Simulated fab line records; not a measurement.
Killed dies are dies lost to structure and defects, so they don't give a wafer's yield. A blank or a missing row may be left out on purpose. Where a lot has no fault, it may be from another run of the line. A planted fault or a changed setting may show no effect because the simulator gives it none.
A lot that was struck, set against a sound lot	flow sky130	21 steps out of a route of 708
Sound: wafers L417.2, L417.3, L417.5. Wafers struck: L418.2, L418.3, L418.5. The cause is named last.
Order at every step that has rows: each side's tool, ch and its chambers, its first start. Under that, the readings that differ: sound wafers	struck wafers	difference of the means	sigmas: that difference in standard deviations of wafers without a fault.
alike: readings whose means differ by less than 2 such deviations, and words and numbers that are the same on both sides. not compared: withheld readings, readings that some wafer has no value for, bounds like >300 that may hide the same value, and numbers for which the record gives no deviation and whose values overlap.
The two part at a step that has a row with sigmas, a row that says differs or no value, or rows on one side only. Numbers that don't overlap but have no deviation are shown without sigmas and don't part them. A reading missing from all wafers of one side parts the sides only when that side holds two or more wafers.

SKY_POLY_GATE_CD_MEAS_22:
  sound on cd-sem-02, day 23 07:26; struck on cd-sem-02, day 23 20:12
  alike: cd-nm
then, 7 steps without rows for these wafers: SKY_LDD_N_DEHYDRATE_00 (time 60 s); SKY_LDD_N_HMDS_01 (prime time 60 s); SKY_LDD_N_COAT_02 (resist thk 300 nm); SKY_LDD_N_SOFTBAKE_03 (time 60 s); SKY_LDD_N_EXPOSE_04 (exposes mask NTM, target cd 840 nm); SKY_LDD_N_PEB_05; SKY_LDD_N_DEVELOP_06 (develop time 60 s).
SKY_LDD_N_OVL_MEAS_07:
  sound on overlay-02, day 24 12:38; struck on overlay-02, day 25 00:53
  alike: LDD_N_OVL
then, 3 steps without rows for these wafers: SKY_LDD_N_IMPLANT_08; SKY_LDD_N_IMPLANT_09; SKY_LDD_N_IMPLANT_10.
SKY_LDD_N_IMPLANT_11:
  sound on implanter-01 ch 0, day 24 13:08; struck on implanter-04 ch 0, day 25 01:23
reading	sound	struck	difference	sigmas
beam-on-s (s)	10.14 10.38 10.15	55.81 56.80 58.30	+46.75	+99 or more
dose-ions-cm2	7.496e+13 7.497e+13 7.501e+13	4.445e+14 4.4446e+14 4.4458e+14	+3.695e+14	+99 or more
then, 4 steps without rows for these wafers: SKY_LDD_N_IMPLANT_12; SKY_LDD_N_IMPLANT_13; SKY_LDD_N_IMPLANT_14; SKY_LDD_N_IMPLANT_15.
SKY_LDD_N_STRIP_16: strips in O2/N2.
  sound on plasma-asher-01 ch 0,1, day 24 13:52; struck on plasma-asher-03 ch 0,1, day 25 02:07
reading	sound	struck	difference	sigmas
strip-time-to-endpoint-s (s)	4.335 4.328 4.330	5.216 5.197 5.205	+0.875	+58
  alike: drypump-motor-current-A, oes-product-au
  not compared: rf-hours-counter-h
SKY_LDD_N_TW_MEAS_17:
  sound on film-metro-02, day 24 13:58; struck on film-metro-02, day 25 02:13
reading	sound	struck	difference	sigmas
LDD_N_TW	2628 2617 2623	2984 2990 2972	+359	+11
then, 1 step without rows for these wafers: SKY_LDD_P_DEHYDRATE_00 (time 60 s).
-- a jump in the record: the struck wafers' starts before and after are 25 days apart (it breaks off in module LDD_P and resumes in module PAD_OPEN, where the first step shown is number 708 of the route) --
SKY_PAD_OPEN_PROBE_99:
  sound on prober-02, day 50 05:30; struck on prober-01, day 50 11:17
reading	sound	struck	difference	sigmas
killed-short	50 43 53	25 36 41	-15	-2
model.etest.tip-n.rs-ohm-sq	445 444.4 445.7	288.7 290.6 288.2	-155.9	
model.etest.nfet_01v8.r-on-ohm-um	848.7 828 839.8	753.7 752.6 765	-81.7	
model.etest.nfet_01v8_lvt.drive-ua-um	564.1 578.7 564	632.7 633.4 627.2	+62.2	
model.etest.nfet_01v8.drive-ua-um	493.8 504.8 494.9	557.7 558.4 548.9	+57.2	
model.etest.nfet_01v8_turned.drive-ua-um	496.1 505.6 501	558.2 555 545.3	+51.9	
model.etest.sram-nfet-pass.drive-ua-um	488 493.7 482.5	555 532.5 539	+54	
model.etest.nfet_01v8_swapped.drive-ua-um	497.5 502.4 498	550.9 551.6 547.5	+50.7	
model.etest.tip-n.rs-ohm-sq-range	15.18 17.17 13.88	9.617 11.82 8.726	-5.356	
  alike: killed_at_M0_to_M3, killed_at_M4_up, killed-at-contacts, killed-at-front-end, killed-at-other, killed-dies, killed-open

== WHERE THEY PART ==
Earliest at SKY_LDD_N_IMPLANT_11; latest, in this record, at SKY_PAD_OPEN_PROBE_99.

WHY: whatever the simulator had introduced
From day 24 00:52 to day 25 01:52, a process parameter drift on implanter-04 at SKY_LDD_N_IMPLANT_11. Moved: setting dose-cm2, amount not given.
